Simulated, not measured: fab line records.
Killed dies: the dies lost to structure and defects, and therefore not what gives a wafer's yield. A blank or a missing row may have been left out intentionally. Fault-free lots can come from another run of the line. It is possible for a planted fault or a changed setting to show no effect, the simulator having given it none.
Which tool is to blame? | flow sky130 | 12 lots, 36 wafers sampled, at 2 steps of a route of 708

WHAT EACH GAUGE READ, for each wafer
SKY_NWELL_RS_MEAS_31: measurement is done with a four-point probe.
lot  | measured     | on           | PWDE_RS (ohm/sq)
L075 | day 5 17:19  | filmMetro-02 | 5307 5320 5316
L077 | day 6 06:17  | filmMetro-02 | 5276 5300 5298
L079 | day 6 15:47  | filmMetro-01 | 5269 5245 5251
L081 | day 7 01:41  | filmMetro-02 | 5292 5278 5289
L083 | day 7 16:38  | filmMetro-03 | 5293 5271 5261
L085 | day 8 04:21  | filmMetro-03 | 5295 5328 5311
L087 | day 8 19:21  | filmMetro-01 | 5274 5278 5286
L089 | day 9 06:56  | filmMetro-03 | 5281 5274 5258
L091 | day 9 14:24  | filmMetro-03 | 5276 5271 5278
L093 | day 10 06:39 | filmMetro-03 | 5294 5300 5287
L095 | day 11 00:00 | filmMetro-02 | 5240 5264 5248
L097 | day 11 10:34 | filmMetro-03 | 5295 5280 5276

TOOL THAT RAN EACH LOT (tool first, then ch and the chambers of the sampled wafers, then the start)
lot  | SKY_FIELD_ISO_ETCH_17
L075 | rieSi-01 ch 0,3, day 2 12:23
L077 | rieSi-02 ch 1,2, day 2 20:53
L079 | rieSi-01 ch 0,1,3, day 3 06:47
L081 | rieSi-01 ch 1,3, day 3 16:40
L083 | rieSi-01 ch 0,1,2, day 4 04:07
L085 | rieSi-01 ch 0,2, day 4 14:43
L087 | rieSi-02 ch 0,3, day 5 03:35
L089 | rieSi-02 ch 1,2, day 5 12:53
L091 | rieSi-02 ch 1,2,3, day 5 21:25
L093 | rieSi-01 ch 0,2,3, day 6 07:46
L095 | rieSi-01 ch 1,3, day 6 18:59
L097 | rieSi-01 ch 2,3, day 7 04:19
- SKY_FIELD_ISO_ETCH_17: etches Si in HBr/Cl2/O2, target depth 342 nm, time 97.7 s.

THE ANSWER, worked out from the rows above alone
Rule: what is usual is taken from the lots themselves. Put in order of their means at a reading, lots are off if they are a third of the lots or fewer, leave a main group of 4 or more, and stand apart from it by a gap of 3 or more times the standard deviation of the main group's means; of several such gaps the widest counts. Not used: any main group whose means are identical at the precision the tables above print for the reading. A lot without any number at a reading at which 4 lots or more have one is off too. Where the step has rows for the other lots, those lots are counted as sound.
No lot is off on any of the readings shown, so nothing can be concluded from this.

WHAT WAS PUT IN BY THE SIMULATOR
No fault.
